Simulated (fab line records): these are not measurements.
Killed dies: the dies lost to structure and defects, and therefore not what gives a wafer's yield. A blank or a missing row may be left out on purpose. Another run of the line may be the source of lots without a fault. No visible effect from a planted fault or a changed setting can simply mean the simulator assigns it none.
Chamber matching | flow sky130 | SKY_LI_CONTACT_CMP_02 on cmp-02: 4 sister chambers
The step polishes PSG. 8 wafers are shown with their chamber, then 7 later ones without.

== WAFERS PAIRED WITH THEIR CHAMBERS ==
wafer  | chamber | motor-current-A (A) | time-to-endpoint-s (s)
L655.2 | 0       | 12.8                | 34.2
L655.6 | 2       | 12.0                | 34.8
L656.6 | 0       | 13.1                | 34.9
L657.1 | 1       | 12.1                | 30.6
L657.5 | 3       | 13.0                | 30.1
L657.6 | 2       | 12.6                | 32.4
L660.3 | 1       | 11.4                | 31.0
L660.4 | 3       | 12.7                | 30.1

== WAFERS WHOSE CHAMBER IS MISSING ==
wafer  | motor-current-A (A) | time-to-endpoint-s (s)
L660.5 | 12.1                | 30.0
L667.2 | 13.2                | 33.1
L667.4 | 13.0                | 34.4
L667.6 | 13.3                | 30.3
L670.1 | 12.4                | 33.5
L670.4 | 13.2                | 33.5
L670.6 | 13.6                | 34.4

== EACH ONE'S CHAMBER ==
wafer  | from the rows above          | in truth
L660.5 | can't be placed: 1 or 3      | 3
L667.2 | can't be placed: 0 or 2 or 3 | 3
L667.4 | can't be placed: 0 or 2      | 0
L667.6 | 3                            | 3
L670.1 | can't be placed: 2 or 0      | 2
L670.4 | can't be placed: 0 or 2      | 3
L670.6 | can't be placed: 0 or 2      | 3
Correct placement for 1 of the 7. These rows do not allow placing 6 (true chamber among the candidates in 4). 0 placed wrongly.
How it was worked out, from the rows above alone: a wafer's distance from a chamber is the root of the sum, over the readings, of the square of ((its reading less the chamber's mean) divided by the reading's scatter). If the next closest chamber is less than 2 further off than the closest, the wafer can't be placed; otherwise it belongs to the closest. For every chamber, the mean is computed from those of its wafers that are shown. How the scatter is found: for the shown wafers, subtract from each reading the mean of its chamber, square and add these, divide the total by (wafers less chambers), then take the root.
